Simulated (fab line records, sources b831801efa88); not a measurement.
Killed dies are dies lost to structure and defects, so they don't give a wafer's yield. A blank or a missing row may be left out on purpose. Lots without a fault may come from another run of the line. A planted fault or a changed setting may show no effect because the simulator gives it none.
Chamber matching | flow sky130 | SKY_LI_CONTACT_CMP_24 on cmp-02: 4 sister chambers
The step polishes, stops on PSG, t overpolish 20 s, target thk 0 nm. 14 wafers are shown with their chamber, then 7 later ones without.

WAFERS WITH THEIR CHAMBER
wafer  | chamber | motor_current_A (A) | time_to_endpoint_s (s) | overpolish_run_s (s)
L683.2 | 0       | 10.9                | 93                     | 19.984
L683.4 | 3       | 9.4                 | 97                     | 19.997
L683.5 | 0       | 10.9                | 94                     | 19.997
L684.2 | 1       | 12.5                | 102                    | 20.005
L684.3 | 2       | 10.7                | 102                    | 19.990
L684.5 | 2       | 10.7                | 100                    | 20.010
L685.2 | 1       | 12.0                | 104                    | 20.003
L685.4 | 0       | 10.4                | 100                    | 19.995
L685.5 | 2       | 10.5                | 106                    | 19.997
L686.1 | 0       | 10.4                | 94                     | 19.990
L686.2 | 3       | 9.7                 | 99                     | 20.011
L686.3 | 1       | 12.8                | 102                    | 19.992
L687.2 | 3       | 10.1                | 92                     | 20.008
L687.4 | 2       | 10.4                | 100                    | 20.013

SIGNATURES (means of the wafers above)
reading            | chamber 0 | chamber 1 | chamber 2 | chamber 3 | scatter within a chamber
motor_current_A    | 10.650    | 12.433    | 10.575    | 9.733     | 0.298
time_to_endpoint_s | 95.25     | 102.67    | 102.00    | 96.00     | 2.89
overpolish_run_s   | 19.99150  | 20.00000  | 20.00250  | 20.00533  | 0.00813
Rule: a wafer's distance from a chamber is the root of the sum, over the readings, of the square of ((its reading less the chamber's mean) divided by the reading's scatter). The wafer belongs to the nearest chamber; if the next one is less than 2 further off, it can't be placed. The scatter: the root of (the sum of the squares of (reading less its chamber's mean) over the shown wafers, divided by (wafers less chambers)).

WAFERS WITHOUT THEIR CHAMBER
wafer  | motor_current_A (A) | time_to_endpoint_s (s) | overpolish_run_s (s)
L687.6 | 11.2                | 103                    | 19.993
L694.3 | 12.4                | 104                    | 20.009
L694.5 | 9.7                 | 97                     | 19.981
L694.6 | 11.0                | 102                    | 19.987
L705.2 | 10.2                | 102                    | 20.002
L705.5 | 11.1                | 97                     | 19.995
L705.6 | 11.7                | 104                    | 20.017

WHICH CHAMBER EACH WENT THROUGH
wafer  | from the rows above          | in truth
L687.6 | can't be placed: 2 or 0 or 1 | 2
L694.3 | 1                            | 1
L694.5 | can't be placed: 3 or 0 or 2 | 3
L694.6 | can't be placed: 2 or 0      | 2
L705.2 | can't be placed: 2 or 3 or 0 | 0
L705.5 | can't be placed: 0 or 2      | 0
L705.6 | can't be placed: 1 or 2      | 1
Placed correctly: 1 of 7. Can't be placed from these rows: 6 (the true chamber is among the candidates in 6). Placed wrongly: 0.
